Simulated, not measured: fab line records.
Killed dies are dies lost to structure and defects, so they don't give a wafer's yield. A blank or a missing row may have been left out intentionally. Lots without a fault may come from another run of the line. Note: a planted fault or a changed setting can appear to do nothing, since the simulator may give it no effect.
Struck lot and sound lot, side by side || flow sky130 || 14 out of 708 route steps
Sound: wafers L304.3, L304.4, L304.5. Wafers L306.1, L306.3, L306.5 were the ones struck. The cause is named last.
Per side, at each step with rows, come the tool, then ch with its chambers, and then its first start. Under that, the readings that differ: sound wafers || struck wafers || difference of the means || sigmas: that difference in standard deviations of wafers without a fault.
alike: a reading whose means differ by less than 2 such deviations, as well as words and numbers matching on both sides. not compared: withheld readings; readings where some wafer has no value; bounds like >300 that might hide an equal value; numbers whose values overlap and for which the record gives no deviation.
A row with sigmas, a row that says differs or no value, or rows on one side alone: a step with any of these is where the two part. Numbers that have no deviation but don't overlap get no sigmas and don't part them. A reading that every wafer of one side lacks parts them only if that side has two wafers or more.

first, 1 step without rows for these wafers: SKY_FIELD_ISO_DEVELOP_12 (develop time 60 s).
SKY_FIELD_ISO_CD_MEAS_13: target cd 150 nm.
  sound on cd-sem-02 at day 3 15:12; struck on cd-sem-01 at day 4 02:38
  alike: cd-nm
SKY_FIELD_ISO_ETCH_14: etches BARC in N2/H2, stops on SiO2, time 45.9 s, target depth 60 nm.
  sound on rie-diel-02 ch 1,2, day 3 15:17; struck on rie-diel-02 ch 1,2,3, day 4 02:46
  alike: drypump-motor-current-A, oes-product-au, throttle-valve-pct
  not compared: rf-hours-counter-h
SKY_FIELD_ISO_ETCH_15: etches the open film in CHF3/O2, stops on Si, target depth 180 nm, time 72 s.
  sound on rie-diel-02 ch 1,2, day 3 15:19; struck on rie-diel-02 ch 1,2,3, day 4 02:48
  alike: drypump-motor-current-A, oes-product-au, throttle-valve-pct
  not compared: rf-hours-counter-h
SKY_FIELD_ISO_STRIP_16: strips in O2/N2.
  sound on plasma-asher-02 ch 0,1, day 3 15:25; struck on plasma-asher-01 ch 1, day 4 02:52
  alike: drypump-motor-current-A, oes-product-au, strip-time-to-endpoint-s
  not compared: rf-hours-counter-h
SKY_FIELD_ISO_ETCH_17: etches Si in HBr/Cl2/O2, target depth 342 nm, time 97.7 s.
  sound on rie-si-02 ch 0,1,3, day 3 15:29; struck on rie-si-01 ch 0,1,2, day 4 02:58
  alike: drypump-motor-current-A, oes-product-au, throttle-valve-pct
  not compared: rf-hours-counter-h
then, 5 steps without rows for these wafers: SKY_FIELD_ISO_WET_ETCH_18 (etches Si3N4 in H3PO4, target depth 25 nm, time 286 s); SKY_FIELD_ISO_CLEAN_19 (cleans in SC1/SC2, time 150 s); SKY_FIELD_ISO_CLEAN_20 (cleans in dHF, time 20 s); SKY_FIELD_ISO_WET_ETCH_21 (etches SiO2 in dHF, target depth 20 nm, time 400 s); SKY_FIELD_ISO_OXIDATION_22 (stabilise 600 s, purge 300 s, target thk 10 nm).
SKY_FIELD_ISO_THK_MEAS_23:
  sound on film-metro-02 at day 3 17:46; struck on film-metro-03 at day 4 05:07
  alike: FIELD_ISO_OXIDATION_01_THK
SKY_FIELD_ISO_CVD_24: deposits SiO2, target thk 595 nm, time 99.2 s.
  sound on hdpcvd-02 ch 0,1,2, day 3 17:49; struck on hdpcvd-01 ch 0,2, day 4 05:10
  no value came back on the struck wafers for pressure-mtorr (mTorr), run-length-s (s); on the sound wafers pressure-mtorr (mTorr) reads 5.985 6.019 5.991
SKY_PAD_OPEN_PROBE_99:
  the record has rows for the sound wafers here (prober-01, day 47 02:50) and none for the struck ones

WHERE THEY PART
First at SKY_FIELD_ISO_CVD_24; last, within this record, at SKY_PAD_OPEN_PROBE_99.

WHY: what had been put in by the simulator
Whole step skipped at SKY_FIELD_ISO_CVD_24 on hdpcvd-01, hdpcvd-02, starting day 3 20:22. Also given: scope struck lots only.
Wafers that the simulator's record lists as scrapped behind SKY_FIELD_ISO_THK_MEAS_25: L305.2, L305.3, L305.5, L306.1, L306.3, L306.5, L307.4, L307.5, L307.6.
